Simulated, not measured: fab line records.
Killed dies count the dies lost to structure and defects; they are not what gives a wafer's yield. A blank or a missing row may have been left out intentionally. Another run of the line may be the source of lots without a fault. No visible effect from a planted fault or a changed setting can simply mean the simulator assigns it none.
Comparing a struck lot with a sound one | flow sky130 | 26 steps out of a route of 708
Sound: wafers L287.4, L287.5, L287.6. Wafers struck: L304.1, L304.3, L304.5. The cause comes at the end.
For every step that has rows: the tool of each side, followed by ch and its chambers, followed by its first start. Under that, the readings that differ: sound wafers | struck wafers | difference of the means | sigmas: that difference in standard deviations of wafers without a fault.
alike: readings whose means differ by less than 2 such deviations, and words and numbers that are the same on both sides. not compared: withheld readings, readings that some wafer has no value for, bounds like >300 that may hide the same value, and numbers for which the record gives no deviation and whose values overlap.
The two part at a step that has a row with sigmas, a row that says differs or no value, or rows on one side only. Numbers that have no deviation but don't overlap get no sigmas and don't part them. A reading that every wafer of one side lacks parts them only if that side has two wafers or more.

SKY_LDD_N_STRIP_16: strips in O2/N2.
  sound on plasmaAsher-02 ch 0,1, day 18 22:52; struck on plasmaAsher-02 ch 0,1, day 24 18:41
  alike: drypumpMotorCurrentA, oesProductAu, stripTimeToEndpointS
  not compared: rfHoursCounterH
SKY_LDD_N_TW_MEAS_17:
  sound on filmMetro-03 at day 18 22:58; struck on filmMetro-04 at day 24 18:47
  alike: LDD_N_TW
then, 7 steps without rows for these wafers: SKY_LDD_P_DEHYDRATE_00 (time 60 s); SKY_LDD_P_HMDS_01 (prime time 60 s); SKY_LDD_P_COAT_02 (resist thk 1140 nm); SKY_LDD_P_SOFTBAKE_03 (time 60 s); SKY_LDD_P_EXPOSE_04 (exposes mask PSDM, target cd 380 nm); SKY_LDD_P_PEB_05; SKY_LDD_P_DEVELOP_06 (develop time 60 s).
SKY_LDD_P_CD_MEAS_07: the cd target is 380 nm.
  sound on cdSem-02 at day 20 06:29; struck on cdSem-02 at day 26 00:04
  alike: cdNm
SKY_LDD_P_OVL_MEAS_08:
  sound on overlay-02 at day 20 06:34; struck on overlay-01 at day 26 00:11
  alike: LDD_P_OVL
after that, 1 step had no rows for these wafers: SKY_LDD_P_IMPLANT_09.
SKY_LDD_P_STRIP_10: strips in O2/N2.
  sound on plasmaAsher-04 ch 0,1, day 20 06:46; struck on plasmaAsher-04 ch 0, day 26 00:23
reading                                   | sound             | struck            | difference                    | sigmas
oesProductAu (a.u.)                       | 0.713 0.715 0.717 | 0.924 0.914 0.935 | +0.209                        | +46
stripTimeToEndpointS (s)                  | 14.16 14.18 14.18 | - - -             | no value on the struck wafers | 
model.NOVOLAK_of_LDD_P_COAT_02.thkNm (nm) | 0 0 0             | 550.9 550.1 550.3 | +550.4                        | 
  alike: drypumpMotorCurrentA
  not compared: rfHoursCounterH
SKY_LDD_P_TW_MEAS_11:
  sound on filmMetro-04 at day 20 06:52; struck on filmMetro-01 at day 26 00:29
  alike: LDD_P_TW
then, 7 steps without rows for these wafers: SKY_LDD_HVN_DEHYDRATE_00 (time 60 s); SKY_LDD_HVN_HMDS_01 (prime time 60 s); SKY_LDD_HVN_COAT_02 (resist thk 300 nm); SKY_LDD_HVN_SOFTBAKE_03 (time 60 s); SKY_LDD_HVN_EXPOSE_04 (exposes mask HVNTM, target cd 700 nm); SKY_LDD_HVN_PEB_05; SKY_LDD_HVN_DEVELOP_06 (develop time 60 s).
SKY_LDD_HVN_OVL_MEAS_07:
  sound on overlay-02 at day 21 13:38; struck on overlay-02 at day 27 05:24
  alike: LDD_HVN_OVL
after that, 1 step had no rows for these wafers: SKY_LDD_HVN_IMPLANT_08.
SKY_LDD_HVN_STRIP_09: strips in O2/N2.
  sound on plasmaAsher-04 ch 0,1, day 21 13:50; struck on plasmaAsher-03 ch 1, day 27 05:35
reading                  | sound             | struck               | difference | sigmas
oesProductAu (a.u.)      | 0.408 0.409 0.407 | 0.720 0.718 0.719    | +0.311     | +71
stripTimeToEndpointS (s) | 4.133 4.161 4.140 | 12.842 12.840 12.846 | +8.698     | +99 or more
  alike: drypumpMotorCurrentA
  not compared: rfHoursCounterH
SKY_LDD_HVN_TW_MEAS_10:
  sound on filmMetro-04 at day 21 13:56; struck on filmMetro-03 at day 27 05:41
reading    | sound          | struck   | difference | sigmas
LDD_HVN_TW | 1449 1440 1452 | 30 29 30 | -1417      | -99 or more
then, 1 step without rows for these wafers: SKY_LDD_HVP_DEHYDRATE_00 (time 60 s).

== WHERE THEY PART ==
At SKY_LDD_P_STRIP_10 first; at SKY_LDD_HVN_TW_MEAS_10 last (within this record only).

WHY: whatever the simulator had introduced
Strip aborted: plasmaAsher-04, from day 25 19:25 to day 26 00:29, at SKY_LDD_P_STRIP_10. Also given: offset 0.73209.
